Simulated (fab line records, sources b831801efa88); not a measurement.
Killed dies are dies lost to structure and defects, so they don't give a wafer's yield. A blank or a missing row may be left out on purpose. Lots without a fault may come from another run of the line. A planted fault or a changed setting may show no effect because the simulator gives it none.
Which tool did it? | flow gf180mcu | 13 lots, 39 wafers sampled, at 4 steps of a route of 602

WHAT THE GAUGES READ, wafer by wafer
GF_VT_IMPLANT_TW_MEAS_21. Usual: VT_IMPLANT_2_TW 1219, standard deviation 9.
lot  | measured     | on            | VT_IMPLANT_2_TW | flag
L181 | day 6 06:20  | film_metro-02 | 1228 1228 1230  |
L182 | day 6 11:15  | film_metro-03 | 1216 1221 1210  |
L184 | day 7 00:45  | film_metro-02 | 1228 1229 1235  |
L186 | day 7 11:16  | film_metro-03 | 1213 1213 1210  |
L189 | day 8 05:35  | film_metro-02 | 1225 1222 1226  |
L191 | day 8 20:50  | film_metro-02 | 1232 1225 1224  |
L193 | day 9 04:14  | film_metro-01 | 1215 1218 1212  |
L195 | day 9 22:39  | film_metro-02 | 1223 1227 1227  |
L196 | day 10 04:05 | film_metro-02 | 1227 1229 1226  |
L200 | day 11 05:57 | film_metro-01 | 1208 1207 1209  |
L202 | day 11 20:20 | film_metro-02 | 885 887 888     | OFF
L203 | day 12 00:35 | film_metro-02 | 886 885 886     | OFF
L204 | day 12 06:19 | film_metro-01 | 871 866 868     | OFF

GF_V1_THK_MEAS_25: measures by xrf. Usual: V1_W_THK 351 nm, standard deviation 6.3.
lot  | measured     | on            | V1_W_THK (nm) | flag
L181 | day 18 01:28 | film_metro-01 | 354 355 351   |
L182 | day 18 09:04 | film_metro-01 | 357 353 356   |
L184 | day 19 06:52 | film_metro-01 | 355 353 359   |
L186 | day 19 20:28 | film_metro-01 | 353 350 354   |
L189 | day 21 00:57 | film_metro-01 | 352 345 351   |
L191 | day 21 19:36 | film_metro-04 | 338 345 342   |
L193 | day 22 08:21 | film_metro-01 | 349 350 348   |
L195 | day 23 08:46 | film_metro-03 | 360 359 364   |
L196 | day 23 15:42 | film_metro-04 | 346 344 341   |
L200 | day 25 00:01 | film_metro-01 | 348 350 351   |
L202 | day 25 17:24 | film_metro-01 | 356 358 352   |
L203 | day 25 21:56 | film_metro-01 | 350 351 351   |
L204 | day 26 02:08 | film_metro-01 | 347 352 348   |

WHICH TOOL RAN EACH LOT (tool, then ch and the chambers of the sampled wafers, then the start)
lot  | GF_VT_IMPLANT_IMPLANT_19        | GF_V1_ETCH_17
L181 | implanter-01 ch 0, day 6 06:05  | rie_diel-03 ch 0,1,2, day 18 01:28 or earlier
L182 | implanter-01 ch 0, day 6 11:01  | rie_diel-03 ch 1,2,3, day 18 09:04 or earlier
L184 | implanter-01 ch 0, day 7 00:31  | rie_diel-01 ch 0,3, day 19 06:52 or earlier
L186 | implanter-03 ch 0, day 7 11:02  | rie_diel-03 ch 1,2,3, day 19 20:28 or earlier
L189 | implanter-01 ch 0, day 8 05:20  | rie_diel-01 ch 1,2,3, day 21 00:57 or earlier
L191 | implanter-01 ch 0, day 8 20:35  | rie_diel-03 ch 0,1,2, day 21 19:36 or earlier
L193 | implanter-03 ch 0, day 9 03:59  | rie_diel-03 ch 0,2,3, day 22 08:21 or earlier
L195 | implanter-01 ch 0, day 9 22:25  | rie_diel-02 ch 0,1,3, day 23 08:46 or earlier
L196 | implanter-01 ch 0, day 10 03:50 | rie_diel-02 ch 0,1,3, day 23 15:42 or earlier
L200 | implanter-03 ch 0, day 11 05:43 | rie_diel-01 ch 1,2, day 25 00:01 or earlier
L202 | implanter-01 ch 0, day 11 20:05 | rie_diel-01 ch 1,2,3, day 25 17:24 or earlier
L203 | implanter-01 ch 0, day 12 00:20 | rie_diel-02 ch 0,1,2, day 25 21:56 or earlier
L204 | implanter-01 ch 0, day 12 06:07 | rie_diel-01 ch 0,2,3, day 26 02:08 or earlier
- GF_VT_IMPLANT_IMPLANT_19
- GF_V1_ETCH_17: etches SiO2 in C4F8/O2/Ar, stops on TiN, target depth 630 nm.

WHAT THE TOOLS THEMSELVES READ (means of the sampled wafers that have a number; where no wafer has one, the mark that the record gives instead)
GF_VT_IMPLANT_IMPLANT_19. Usual: dose_ions_cm2 4.35e+12, standard deviation 4.9e+09.
lot  | tool         | dose_ions_cm2 | flag
L181 | implanter-01 | 4.35e+12      |
L182 | implanter-01 | 4.35e+12      |
L184 | implanter-01 | 4.35e+12      |
L186 | implanter-03 | 4.35e+12      |
L189 | implanter-01 | 4.36e+12      |
L191 | implanter-01 | 4.35e+12      |
L193 | implanter-03 | 4.35e+12      |
L195 | implanter-01 | 4.35e+12      |
L196 | implanter-01 | 4.35e+12      |
L200 | implanter-03 | 4.35e+12      |
L202 | implanter-01 | 4.35e+12      |
L203 | implanter-01 | 4.34e+12      |
L204 | implanter-01 | 4.35e+12      |

GF_V1_ETCH_17. Usual: oes_product_au 0.856 a.u., standard deviation 0.0048; rf_fwd_power_W 1494 W, standard deviation 5.7.
lot  | tool        | oes_product_au (a.u.) | rf_fwd_power_W (W) | flag
L181 | rie_diel-03 | 0.854                 | 1494               |
L182 | rie_diel-03 | 0.859                 | 1491               |
L184 | rie_diel-01 | 0.855                 | 1488               |
L186 | rie_diel-03 | 0.855                 | 1493               |
L189 | rie_diel-01 | 0.858                 | 1493               |
L191 | rie_diel-03 | 0.856                 | 1492               |
L193 | rie_diel-03 | 0.854                 | 1498               |
L195 | rie_diel-02 | 0.859                 | 1497               |
L196 | rie_diel-02 | 0.854                 | 1494               |
L200 | rie_diel-01 | 0.859                 | 1495               |
L202 | rie_diel-01 | 0.859                 | 1496               |
L203 | rie_diel-02 | 0.855                 | 1494               |
L204 | rie_diel-01 | 0.861                 | 1494               |

THE ANSWER, worked out from the rows above alone
Rule: a lot is off if the mean of its wafers that have a number lies more than 3 standard deviations from the usual mean. A lot without any number at a reading at which 4 lots or more have one is off too. The other lots that the step has rows for count as sound. The gauges are gone through in route order, then the tools' own readings, and for those a lot's mean is taken as printed above. The first step at which some lot is off is used, and at that step the reading that is off furthest; a lot without a number counts as furthest.
Off: L202, L203, L204, at GF_VT_IMPLANT_TW_MEAS_21 (VT_IMPLANT_2_TW).
A tool fits if, at a process step before that reading, it ran every lot that is off, and no sound lot after the first of them. The gauges at GF_VT_IMPLANT_TW_MEAS_21 are tried like those tools. One fits: implanter-01 at GF_VT_IMPLANT_IMPLANT_19. Its last sound lot is L196 (day 10 03:50), its first lot that is off L202 (day 11 20:05): a fault that began between those two fits.

WHAT THE SIMULATOR HAD PUT IN
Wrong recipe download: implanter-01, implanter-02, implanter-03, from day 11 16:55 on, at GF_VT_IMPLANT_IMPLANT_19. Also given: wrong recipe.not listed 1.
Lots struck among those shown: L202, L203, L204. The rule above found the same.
